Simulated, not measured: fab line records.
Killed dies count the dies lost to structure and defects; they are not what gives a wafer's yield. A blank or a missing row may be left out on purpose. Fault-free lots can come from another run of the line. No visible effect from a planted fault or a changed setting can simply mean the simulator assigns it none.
Matching of chambers ; flow sfqLine ; SFQ_TRILAYER_I2_CMP_CMP_064 on cmp-02: 4 sister chambers
The step polishes SiO2. 16 wafers are shown with their chamber, then 8 later ones without.

== EACH WAFER AND ITS CHAMBER ==
wafer;chamber;motorCurrentA (A);slurryFlowMlMin;timeToEndpointS (s)
L463.4;2;11.5;150.5;216
L463.5;0;8.8;150.3;224
L463.6;1;11.0;150.3;221
L464.2;2;11.5;150.8;196
L464.3;3;10.4;150.6;212
L464.1;1;10.5;150.0;210
L476.1;1;11.2;149.9;217
L476.5;1;10.4;150.4;218
L476.6;0;9.0;150.2;221
L480.3;1;10.8;149.5;211
L480.1;0;8.6;149.6;211
L480.6;1;10.1;149.7;222
L483.1;2;11.5;152.0;219
L483.4;1;10.2;149.8;228
L483.5;2;11.3;149.6;221
L484.3;3;10.6;150.5;221

SIGNATURES (means of the wafers above)
reading;chamber 0;chamber 1;chamber 2;chamber 3;scatter within a chamber
motorCurrentA;8.800;10.600;11.450;10.500;0.31
slurryFlowMlMin;150.033;149.943;150.725;150.550;0.567
timeToEndpointS;218.67;218.14;213.00;216.50;8.01
Rule: for each reading, subtract the chamber's mean from the wafer's reading, divide by that reading's scatter and square the result; add these up over the readings and take the root, which gives the wafer's distance from the chamber. The wafer belongs to the nearest chamber; if the next one is less than 2 further off, it can't be placed. The scatter: take each reading less its chamber's mean, square it, sum over the shown wafers, divide by the number of wafers less the number of chambers, and take the root.

== WAFERS WHOSE CHAMBER IS MISSING ==
wafer;motorCurrentA (A);slurryFlowMlMin;timeToEndpointS (s)
L484.2;10.4;150.6;212
L484.5;8.5;149.7;216
L485.4;11.6;150.8;207
L485.2;10.4;150.4;214
L485.6;11.2;150.3;213
L486.1;10.8;150.1;207
L486.3;8.6;149.8;217
L486.5;10.6;150.7;222

== CHAMBER TAKEN BY EACH ==
wafer;from the rows above;in truth
L484.2;can't be placed: 3 or 1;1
L484.5;0;0
L485.4;2;2
L485.2;can't be placed: 3 or 1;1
L485.6;can't be placed: 2 or 1 or 3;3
L486.1;can't be placed: 1 or 3 or 2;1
L486.3;0;0
L486.5;can't be placed: 3 or 1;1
3 of 8 placed correctly. Not placeable from these rows: 5 (in 5, the candidates include the true chamber). Number placed wrongly: 0.
